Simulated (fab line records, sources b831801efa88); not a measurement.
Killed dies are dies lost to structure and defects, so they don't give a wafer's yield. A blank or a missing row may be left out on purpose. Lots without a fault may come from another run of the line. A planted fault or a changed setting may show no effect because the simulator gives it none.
Chamber matching | flow gf180mcu | GF_V3_ETCH_16 on rie_diel-03: 4 sister chambers
The step etches BARC in N2/H2. 4 wafers are shown with their chamber, then 9 later ones without.

WAFERS WITH THEIR CHAMBER
wafer  | chamber | drypump_motor_current_A (A)
L084.1 | 0       | 4.9
L085.1 | 2       | 5.1
L085.2 | 3       | 5.4
L085.4 | 1       | 6.3

WAFERS WITHOUT THEIR CHAMBER
wafer  | drypump_motor_current_A (A)
L086.1 | 5.1
L086.4 | 4.9
L086.5 | 6.3
L091.1 | 6.3
L091.2 | 5.4
L091.6 | 4.9
L093.1 | 5.3
L093.3 | 4.9
L093.5 | 6.3

WHICH CHAMBER EACH WENT THROUGH
wafer  | from the rows above | in truth
L086.1 | 2                   | 2
L086.4 | 0                   | 0
L086.5 | 1                   | 1
L091.1 | 1                   | 1
L091.2 | 3                   | 3
L091.6 | 0                   | 0
L093.1 | 3                   | 3
L093.3 | 0                   | 0
L093.5 | 1                   | 1
Placed correctly: 9 of 9. Can't be placed from these rows: 0. Placed wrongly: 0.
How it was worked out, from the rows above alone: a wafer's distance from a chamber is the root of the sum, over the readings, of the square of ((its reading less the chamber's mean) divided by the reading's scatter). The wafer belongs to the nearest chamber; if the next one is less than 2 further off, it can't be placed. A chamber's mean is the mean of its shown wafers. The scatter: with one shown wafer a chamber, the root of the mean of the squares of how far each hidden wafer lies from its nearest shown one.
